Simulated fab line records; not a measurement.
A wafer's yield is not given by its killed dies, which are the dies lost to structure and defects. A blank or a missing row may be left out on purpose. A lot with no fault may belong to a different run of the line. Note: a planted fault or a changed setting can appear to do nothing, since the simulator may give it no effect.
fab line records ; flow sky130
record: lots: 12; wafers: 36; last-day: 50
route steps=708 shown FIELD_ISO@15 NWELL@63 VT_ADJUST_HVTP@91 SONOS_ONO@171
lots with no fault: from the same line, run without faults
start-h: start of the lot's first displayed wafer, in hours after the record's first day ; wait-h: hours since the lot's step before ; " unchanged from the row above ; L1.1+2: several wafers, shown together as one row ; - no value, or no start given ; * or withheld: withheld ; < > ~ a bound
route shown NAME@n: NAME is a module with steps in the file, n the number in the route of the first one ; usual: mean and standard deviation over wafers with no fault ; same: alike in all rows ; chamber/n: place in a boat ; sites: the reading at each site ; _std_site: the standard deviation of these ; _edge_site: inner sites' mean taken away from outer sites' mean ; radius-mm: how far each site lies from the wafer's centre ; mask NAME#n: copy n ; behind: the tool/chamber that last shaped the wafer ; hold: why the lot was held/for how many hours/how that ended ; device: which transistor (n, p or np) failed to switch ; end of line: tests run on the same wafers once the route is complete ; step lacking rows: just its recipe ; killed: dies lost to structure and defects at the first sort, not the wafer's yield ; map: a wafer's dies, x killed, . not, _ none there
set.NAME: the setting as run; set.NAME@STEP: as run at that earlier step ; model.NAME: the simulator's own value behind a step, which no gauge read
one table for each step of the route and one row for each wafer, over a sample of lots
services: a tool's chamber out of use, with start hour (start-h, from the record's first day; less than 0 if before it), hours out, and reason
== steps ==
step: SKY_FIELD_ISO_ETCH_14
recipe: chemistry: N2/H2; target: BARC; ion-energy-ev: 200; source-w: 500; bias-w: 100; pressure-mtorr: 30; n2-flow-sccm: 100; h2-flow-sccm: 200; stop-on: SiO2; time-s: 45.9; target-depth-a: 600
usual: drypump-motor-current-A: 5.8/0.45; oes-product-au: 0.854/0.005; throttle-valve-pct: 13.225/0.01
lot.wafer;tool;chamber;start-h;wait-h;drypump-motor-current-A;oes-product-au;rf-hours-counter-h;throttle-valve-pct
L986.1;rie-diel-04;3;51.49;0.1;6.4;0.857;89;13.227
L986.3;rie-diel-04;0;51.49;0.1;5.0;0.851;60;13.222
L986.6;rie-diel-04;1;51.49;0.1;5.9;0.858;-;13.223
L987.3;rie-diel-03;2;54.94;0.1;5.4;0.854;167;13.235
L987.4;rie-diel-03;0;54.94;0.1;6.1;0.853;124;13.233
L987.5;rie-diel-03;1;54.94;0.1;5.9;0.854;-;13.227
L988.1;rie-diel-04;3;59.12;0.1;6.4;0.856;89;13.221
L988.3;rie-diel-04;1;59.12;0.1;5.9;0.860;43;13.227
L988.5;rie-diel-04;0;59.12;0.1;5.0;0.855;-;13.238
L989.2;rie-diel-04;3;64.02;0.1;6.4;0.851;89;13.229
L989.3;rie-diel-04;1;64.02;0.1;5.8;0.856;43;13.220
L989.6;rie-diel-04;1;64.02;0.1;5.8;0.854;-;13.225
L990.3;rie-diel-01;1;71.02;0.1;6.2;0.857;6;13.235
L990.5;rie-diel-01;0;71.02;0.1;6.2;0.851;-;13.218
L990.6;rie-diel-01;1;71.02;0.1;6.2;0.862;-;13.215
L991.1;rie-diel-04;2;77.07;0.1;5.9;0.858;12;13.228
L991.4;rie-diel-04;3;77.07;0.1;6.5;0.854;89;13.252
L991.6;rie-diel-04;0;77.07;0.1;5.0;0.856;-;13.257
L994.2;rie-diel-03;1;91.29;0.1;5.9;0.856;131;13.209
L994.4;rie-diel-03;0;91.29;0.1;6.1;0.861;-;13.211
L994.5;rie-diel-03;3;91.29;0.1;5.7;0.851;-;13.225
L997.2;rie-diel-01;1;106.07;0.1;6.2;0.860;7;13.228
L997.4;rie-diel-01;3;106.07;0.1;6.2;0.858;136;13.243
L997.5;rie-diel-01;2;106.07;0.1;4.8;0.857;-;13.218
L100.1;rie-diel-04;1;124.07;0.1;5.9;0.854;44;13.226
L100.3;rie-diel-04;0;124.07;0.1;5.0;0.850;61;13.216
L100.5;rie-diel-04;3;124.07;0.1;6.4;0.850;-;13.209
L101.1;rie-diel-01;1;126.92;0.1;6.2;0.856;7;13.226
L101.4;rie-diel-01;3;126.92;0.1;6.1;0.841;136;13.219
L101.6;rie-diel-01;0;126.92;0.1;6.2;0.852;-;13.219
L103.2;rie-diel-03;0;138.12;0.1;6.2;0.854;126;13.220
L103.5;rie-diel-03;2;138.12;0.1;5.4;0.848;-;13.214
L103.6;rie-diel-03;3;138.12;0.1;5.7;0.865;-;13.200
L104.1;rie-diel-04;3;145.62;0.1;6.4;0.859;90;13.221
L104.2;rie-diel-04;0;145.62;0.1;5.1;0.854;61;13.232
L104.5;rie-diel-04;2;145.62;0.1;6.0;0.850;-;13.230
step: SKY_NWELL_OVL_MEAS_10
usual: NWELL_00_OVL: 0.0/1.4
lot.wafer;tool;chamber;start-h;wait-h;NWELL_00_OVL[nm]
L986.1;overlay-02;-;109.70;-;-1.1
L986.3;overlay-02;-;109.70;-;1.1
L986.6;overlay-02;-;109.70;-;-0.7
L987.3;overlay-02;-;112.92;-;-1.2
L987.4;overlay-02;-;112.92;-;0.0
L987.5;overlay-02;-;112.92;-;-0.7
L988.1;overlay-02;-;117.62;-;0.2
L988.3;overlay-02;-;117.62;-;2.4
L988.5;overlay-02;-;117.62;-;1.2
L989.2;overlay-02;-;124.24;-;-0.6
L989.3;overlay-02;-;124.24;-;-1.9
L989.6;overlay-02;-;124.24;-;-1.8
L990.3;overlay-01;-;131.75;-;1.6
L990.5;overlay-01;-;131.75;-;2.4
L990.6;overlay-01;-;131.75;-;1.3
L991.1;overlay-01;-;139.72;-;0.4
L991.4;overlay-01;-;139.72;-;0.0
L991.6;overlay-01;-;139.72;-;0.5
L994.2;overlay-02;-;155.51;-;-0.4
L994.4;overlay-02;-;155.51;-;-1.5
L994.5;overlay-02;-;155.51;-;-1.5
L997.2;overlay-02;-;170.96;-;1.6
L997.4;overlay-02;-;170.96;-;0.1
L997.5;overlay-02;-;170.96;-;-0.4
L100.1;overlay-02;-;193.87;-;-0.9
L100.3;overlay-02;-;193.87;-;-1.9
L100.5;overlay-02;-;193.87;-;-0.4
L101.1;overlay-01;-;197.33;-;0.2
L101.4;overlay-01;-;197.33;-;2.6
L101.6;overlay-01;-;197.33;-;2.4
L103.2;overlay-01;-;207.54;-;-1.3
L103.5;overlay-01;-;207.54;-;-0.6
L103.6;overlay-01;-;207.54;-;-2.4
L104.1;overlay-01;-;217.23;-;-1.5
L104.2;overlay-01;-;217.23;-;-1.9
L104.5;overlay-01;-;217.23;-;-2.1
step: SKY_VT_ADJUST_HVTP_DEVELOP_06
recipe: resist: NOVOLAK; developer: TMAH; develop-time-s: 60; dev-temp-c: 23.56
lot.wafer;tool;chamber;start-h;wait-h
L986.1+3+6;litho-track-01;0;148.67;0.1
L987.3+4+5;litho-track-01;0;152.12;0.1
L988.1+3+5;litho-track-03;0;156.62;0.1
L989.2+3+6;litho-track-01;0;163.90;0.1
L990.3+5+6;litho-track-01;0;172.02;0.1
L991.1+4+6;litho-track-01;0;180.02;0.1
L994.2+4+5;litho-track-04;0;197.68;0.1
L997.2+4+5;litho-track-01;0;214.55;0.1
L100.1+3+5;litho-track-01;0;239.82;0.1
L101.1+4+6;litho-track-03;0;243.07;0.1
L103.2+5+6;litho-track-03;0;253.89;0.1
L104.1+2+5;litho-track-03;0;264.67;0.1
step: SKY_VT_ADJUST_HVTP_CD_MEAS_07
recipe: target-cd-nm: 380
usual: cd-nm: 379.8/2.8
lot.wafer;tool;chamber;start-h;wait-h;cd-nm
L986.1;cd-sem-01;-;148.82;0.1;381.5
L986.3;cd-sem-01;-;148.82;0.1;380.4
L986.6;cd-sem-01;-;148.82;0.1;380.5
L987.3;cd-sem-02;-;152.26;0.1;376.8
L987.4;cd-sem-02;-;152.26;0.1;380.1
L987.5;cd-sem-02;-;152.26;0.1;379.4
L988.1;cd-sem-02;-;156.77;0.1;374.8
L988.3;cd-sem-02;-;156.77;0.1;379.4
L988.5;cd-sem-02;-;156.77;0.1;375.9
L989.2;cd-sem-01;-;164.04;0.1;378.7
L989.3;cd-sem-01;-;164.04;0.1;376.1
L989.6;cd-sem-01;-;164.04;0.1;379.6
L990.3;cd-sem-02;-;172.16;0.1;378.6
L990.5;cd-sem-02;-;172.16;0.1;375.8
L990.6;cd-sem-02;-;172.16;0.1;375.4
L991.1;cd-sem-02;-;180.17;0.1;377.8
L991.4;cd-sem-02;-;180.17;0.1;376.3
L991.6;cd-sem-02;-;180.17;0.1;377.4
L994.2;cd-sem-01;-;197.82;0.1;384.7
L994.4;cd-sem-01;-;197.82;0.1;388.6
L994.5;cd-sem-01;-;197.82;0.1;384.8
L997.2;cd-sem-01;-;214.69;0.1;-
L997.4;cd-sem-01;-;214.69;0.1;-
L997.5;cd-sem-01;-;214.69;0.1;-
L100.1;cd-sem-02;-;239.97;0.1;-
L100.3;cd-sem-02;-;239.97;0.1;-
L100.5;cd-sem-02;-;239.97;0.1;-
L101.1;cd-sem-01;-;243.22;0.1;376.9
L101.4;cd-sem-01;-;243.22;0.1;378.7
L101.6;cd-sem-01;-;243.22;0.1;379.2
L103.2;cd-sem-02;-;254.04;0.1;379.7
L103.5;cd-sem-02;-;254.04;0.1;378.4
L103.6;cd-sem-02;-;254.04;0.1;378.8
L104.1;cd-sem-01;-;264.82;0.1;379.5
L104.2;cd-sem-01;-;264.82;0.1;381.9
L104.5;cd-sem-01;-;264.82;0.1;380.6
step: SKY_VT_ADJUST_HVTP_OVL_MEAS_08
usual: VT_ADJUST_HVTP_OVL: -0.1/1.5
lot.wafer;tool;chamber;start-h;wait-h;VT_ADJUST_HVTP_OVL[nm]
L986.1;overlay-01;-;148.94;0.1;-2.1
L986.3;overlay-01;-;148.94;0.1;-0.7
L986.6;overlay-01;-;148.94;0.1;0.1
L987.3;overlay-02;-;152.36;0.1;-1.3
L987.4;overlay-02;-;152.36;0.1;-2.2
L987.5;overlay-02;-;152.36;0.1;-1.4
L988.1;overlay-01;-;156.89;0.1;-2.7
L988.3;overlay-01;-;156.89;0.1;-0.3
L988.5;overlay-01;-;156.89;0.1;-2.6
L989.2;overlay-02;-;164.15;0.1;0.3
L989.3;overlay-02;-;164.15;0.1;1.7
L989.6;overlay-02;-;164.15;0.1;0.1
L990.3;overlay-02;-;172.26;0.1;-0.7
L990.5;overlay-02;-;172.26;0.1;0.2
L990.6;overlay-02;-;172.26;0.1;-1.8
L991.1;overlay-02;-;180.29;0.1;2.6
L991.4;overlay-02;-;180.29;0.1;3.0
L991.6;overlay-02;-;180.29;0.1;4.3
L994.2;overlay-01;-;197.93;0.1;0.0
L994.4;overlay-01;-;197.93;0.1;0.3
L994.5;overlay-01;-;197.93;0.1;-2.0
L997.2;overlay-02;-;214.80;0.1;-
L997.4;overlay-02;-;214.80;0.1;-
L997.5;overlay-02;-;214.80;0.1;-
L100.1;overlay-02;-;240.09;0.1;-
L100.3;overlay-02;-;240.09;0.1;-
L100.5;overlay-02;-;240.09;0.1;-
L101.1;overlay-02;-;243.34;0.1;1.0
L101.4;overlay-02;-;243.34;0.1;1.9
L101.6;overlay-02;-;243.34;0.1;0.7
L103.2;overlay-02;-;254.14;0.1;-2.4
L103.5;overlay-02;-;254.14;0.1;-3.5
L103.6;overlay-02;-;254.14;0.1;-2.1
L104.1;overlay-01;-;264.94;0.1;-0.7
L104.2;overlay-01;-;264.94;0.1;-0.7
L104.5;overlay-01;-;264.94;0.1;0.1
step: SKY_VT_ADJUST_HVTP_TW_MEAS_11
usual: VT_ADJUST_HVTP_TW: 1357/9.1
lot.wafer;tool;chamber;start-h;wait-h;hold;VT_ADJUST_HVTP_TW
L986.1;film-metro-03;-;149.23;0.1;-;1351
L986.3;film-metro-03;-;149.23;0.1;-;1361
L986.6;film-metro-03;-;149.23;0.1;-;1359
L987.3;film-metro-01;-;152.65;0.1;-;1357
L987.4;film-metro-01;-;152.65;0.1;-;1364
L987.5;film-metro-01;-;152.65;0.1;-;1371
L988.1;film-metro-04;-;157.17;0.1;-;1354
L988.3;film-metro-04;-;157.17;0.1;-;1357
L988.5;film-metro-04;-;157.17;0.1;-;1357
L989.2;film-metro-04;-;164.44;0.1;-;1360
L989.3;film-metro-04;-;164.44;0.1;-;1345
L989.6;film-metro-04;-;164.44;0.1;-;1352
L990.3;film-metro-01;-;172.55;0.1;-;1351
L990.5;film-metro-01;-;172.55;0.1;-;1366
L990.6;film-metro-01;-;172.55;0.1;-;1368
L991.1;film-metro-04;-;180.58;0.1;-;1353
L991.4;film-metro-04;-;180.58;0.1;-;1350
L991.6;film-metro-04;-;180.58;0.1;-;1363
L994.2;film-metro-03;-;198.22;0.1;-;1354
L994.4;film-metro-03;-;198.22;0.1;-;1357
L994.5;film-metro-03;-;198.22;0.1;-;1353
L997.2;film-metro-01;-;215.09;0.1;await-dispo/0.2h/release;30
L997.4;film-metro-01;-;215.09;0.1;await-dispo/0.2h/release;30
L997.5;film-metro-01;-;215.09;0.1;await-dispo/0.2h/release;30
L997.2;film-metro-01;-;215.33;0.2;-;30
L997.4;film-metro-01;-;215.33;0.2;-;30
L997.5;film-metro-01;-;215.33;0.2;-;30
L100.1;film-metro-04;-;240.38;0.1;await-dispo/0.2h/release;30
L100.3;film-metro-04;-;240.38;0.1;await-dispo/0.2h/release;30
L100.5;film-metro-04;-;240.38;0.1;await-dispo/0.2h/release;30
L100.1;film-metro-04;-;240.68;0.3;-;30
L100.3;film-metro-04;-;240.68;0.3;-;30
L100.5;film-metro-04;-;240.68;0.3;-;30
L101.1;film-metro-04;-;243.62;0.1;-;1350
L101.4;film-metro-04;-;243.62;0.1;-;1353
L101.6;film-metro-04;-;243.62;0.1;-;1360
L103.2;film-metro-01;-;254.43;0.1;-;1367
L103.5;film-metro-01;-;254.43;0.1;-;1368
L103.6;film-metro-01;-;254.43;0.1;-;1361
L104.1;film-metro-04;-;265.22;0.1;-;1349
L104.2;film-metro-04;-;265.22;0.1;-;1349
L104.5;film-metro-04;-;265.22;0.1;-;1357
step: SKY_SONOS_ONO_THK_MEAS_03
recipe: reads: Si3N4_of_SONOS_ONO_CVD_02
usual: SONOS_ONO_CVD_02_THK: 10.45/0.18
lot.wafer;tool;chamber;start-h;wait-h;SONOS_ONO_CVD_02_THK[nm]
L986.1;film-metro-02;-;287.21;0.0;10.13
L986.3;film-metro-02;-;287.21;0.0;10.20
L986.6;film-metro-02;-;287.21;0.0;10.14
L987.3;film-metro-01;-;292.98;0.0;10.43
L987.4;film-metro-01;-;292.98;0.0;10.49
L987.5;film-metro-01;-;292.98;0.0;10.40
L988.1;film-metro-03;-;297.16;0.0;10.42
L988.3;film-metro-03;-;297.16;0.0;10.49
L988.5;film-metro-03;-;297.16;0.0;10.45
L989.2;film-metro-01;-;307.61;0.0;10.70
L989.3;film-metro-01;-;307.61;0.0;10.68
L989.6;film-metro-01;-;307.61;0.0;10.80
L990.3;film-metro-02;-;317.54;0.0;10.48
L990.5;film-metro-02;-;317.54;0.0;10.43
L990.6;film-metro-02;-;317.54;0.0;10.59
L991.1;film-metro-01;-;325.86;0.0;10.18
L991.4;film-metro-01;-;325.86;0.0;10.26
L991.6;film-metro-01;-;325.86;0.0;10.26
L994.2;film-metro-01;-;350.92;0.1;10.46
L994.4;film-metro-01;-;350.92;0.1;10.34
L994.5;film-metro-01;-;350.92;0.1;10.49
L101.1;film-metro-02;-;405.67;0.0;10.72
L101.4;film-metro-02;-;405.67;0.0;10.90
L101.6;film-metro-02;-;405.67;0.0;10.86
L103.2;film-metro-02;-;420.23;0.0;10.24
L103.5;film-metro-02;-;420.23;0.0;10.06
L103.6;film-metro-02;-;420.23;0.0;10.19
L104.1;film-metro-01;-;432.27;0.0;10.34
L104.2;film-metro-01;-;432.27;0.0;10.43
L104.5;film-metro-01;-;432.27;0.0;10.38
== services ==
tool;chamber;start-h;hours;kind
rie-diel-01;2;32.17;-;clean
rie-diel-01;2;32.17;15.2;scheduled-down
rie-diel-01;2;32.17;15.2;vent-cycle
rie-diel-03;2;58.52;12.5;repair
rie-diel-01;0;89.55;3.3;repair
rie-diel-03;2;90.50;-;clean
rie-diel-03;2;90.50;19.8;scheduled-down
rie-diel-03;2;90.50;19.8;vent-cycle
rie-diel-03;-;106.27;4.3;pm
rie-diel-01;-;111.94;2.8;pm
rie-diel-03;1;202.63;4.6;repair
rie-diel-03;1;209.73;8.2;repair
rie-diel-04;2;220.42;4.7;repair
rie-diel-03;3;258.83;8.1;repair
rie-diel-01;3;262.48;4.0;repair
== key ==
first-sign: step: SKY_VT_ADJUST_HVTP_CD_MEAS_07; reading: cd-nm; direction: missing; through: control-loop
effect: step: SKY_VT_ADJUST_HVTP_OVL_MEAS_08; reading: VT_ADJUST_HVTP_OVL; direction: missing; through: control-loop
effect: step: SKY_VT_ADJUST_HVTP_TW_MEAS_11; reading: visit; direction: added; through: control-loop
effect: step: SKY_VT_ADJUST_HVTP_TW_MEAS_11; reading: VT_ADJUST_HVTP_TW; direction: down; sigmas: 99+; usual: 1357; struck: 30; through: control-loop
met-at SKY_VT_ADJUST_HVTP_DEVELOP_06
struck-lots L997,L100
scrapped-behind SKY_VT_ADJUST_HVTP_TW_MEAS_11 L997.2,L997.4,L997.5,L100.1,L100.3,L100.5
loop-trim: step: SKY_VT_ADJUST_HVTP_EXPOSE_04; setting: dose; lots: L100
not-acting-at SKY_FIELD_ISO_ETCH_14,SKY_NWELL_OVL_MEAS_10,SKY_SONOS_ONO_THK_MEAS_03
onset-between 180.02 214.55
fault: kind: process-parameter-drift; tool: litho-track-01; chamber: -; onset-h: 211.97; steps: SKY_VT_ADJUST_HVTP_DEVELOP_06; channel: develop-time-s; offset: *; shape: step; end-h: 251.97; acts-in: *; stated: *
loop-trim: a control loop set the setting to another value than it would have without faults
